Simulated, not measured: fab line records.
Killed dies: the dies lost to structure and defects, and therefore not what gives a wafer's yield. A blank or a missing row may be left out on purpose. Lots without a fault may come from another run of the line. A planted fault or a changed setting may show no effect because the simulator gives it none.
Which tool was responsible? | flow sky130 | 11 lots, 33 wafers sampled, at 3 steps of a route of 708

== WHAT THE GAUGES READ, wafer by wafer ==
SKY_SONOS_ONO_THK_MEAS_03.
lot  | measured     | on            | SONOS_ONO_CVD_02_THK (nm)
L396 | day 11 14:42 | film metro-01 | 10.23 10.36 10.27
L397 | day 11 22:10 | film metro-01 | 10.15 10.08 10.07
L399 | day 13 08:32 | film metro-01 | 10.22 10.44 10.36
L400 | day 14 00:43 | film metro-01 | 10.67 10.61 10.59
L402 | day 14 12:32 | film metro-04 | 10.46 10.55 10.50
L401 | day 14 13:35 | film metro-04 | 10.32 10.32 10.38
L403 | day 15 00:18 | film metro-01 | 10.54 10.49 10.35
L404 | day 15 00:17 | film metro-02 | 10.57 10.47 10.42
L406 | day 15 08:05 | film metro-01 | 10.35 10.45 10.45
L408 | day 16 07:59 | film metro-01 | 4.23 4.41 4.21 4.22 4.44 4.25
L412 | day 17 08:08 | film metro-02 | 10.70 10.69 10.70

== WHICH TOOL RAN EACH LOT (tool, then ch and the chambers of the sampled wafers, then the start) ==
lot  | SKY_VT_ADJUST_NCORE_STRIP_10         | SKY_SONOS_ONO_CVD_02
L396 | plasma asher-03 ch 0,1, day 8 12:49  | lpcvd-02 ch 0, day 11 13:38
L397 | plasma asher-01 ch 0,1, day 8 17:50  | lpcvd-02 ch 0, day 11 21:07
L399 | plasma asher-04 ch 0,1, day 10 01:20 | lpcvd-02 ch 1, day 13 07:29
L400 | plasma asher-03 ch 0,1, day 10 16:38 | lpcvd-02 ch 1, day 13 23:40
L402 | plasma asher-03 ch 0,1, day 11 02:05 | lpcvd-02 ch 0, day 14 11:29
L401 | plasma asher-04 ch 0,1, day 11 04:05 | lpcvd-02 ch 0, day 14 12:32
L403 | plasma asher-04 ch 0,1, day 11 11:28 | lpcvd-02 ch 1, day 14 23:14
L404 | plasma asher-04 ch 0,1, day 11 11:53 | lpcvd-02 ch 0, day 14 23:14
L406 | plasma asher-03 ch 0,1, day 11 18:11 | lpcvd-02 ch 1, day 15 07:02
L408 | plasma asher-04 ch 0,1, day 12 16:35 | lpcvd-02 ch 1, day 16 06:56
L412 | plasma asher-03 ch 0,1, day 13 15:29 | lpcvd-02 ch 0, day 17 07:05
- SKY_VT_ADJUST_NCORE_STRIP_10: strips in O2/N2.
- SKY_SONOS_ONO_CVD_02: deposits Si3N4 from DCS/NH3, target thk 10.5 nm, time 180 s.

== THE ANSWER, worked out from the rows above alone ==
Rule: usual is defined by the lots themselves. Put in order of their means at a reading, lots are off if they are a third of the lots or fewer, leave a main group of 4 or more, and stand apart from it by a gap of 3 or more times the standard deviation of the main group's means; of several such gaps the widest counts. Not used: any main group whose means are identical at the precision the tables above print for the reading. A lot without any number at a reading at which 4 lots or more have one is off too. The other lots that the step has rows for count as sound.
Off: L408, at SKY_SONOS_ONO_THK_MEAS_03 (SONOS_ONO_CVD_02_THK). The main group has a mean of 10.43 nm with a standard deviation of 0.16.
A tool fits if, at a process step before that reading, it ran every lot that is off, and no sound lot after the first of them. Those tools and the gauges at SKY_SONOS_ONO_THK_MEAS_03 are tried in the same way. Can't be told from this: 2 tools fit, plasma asher-04 at SKY_VT_ADJUST_NCORE_STRIP_10, film metro-01 at SKY_SONOS_ONO_THK_MEAS_03.

== WHAT HAD BEEN PUT IN BY THE SIMULATOR ==
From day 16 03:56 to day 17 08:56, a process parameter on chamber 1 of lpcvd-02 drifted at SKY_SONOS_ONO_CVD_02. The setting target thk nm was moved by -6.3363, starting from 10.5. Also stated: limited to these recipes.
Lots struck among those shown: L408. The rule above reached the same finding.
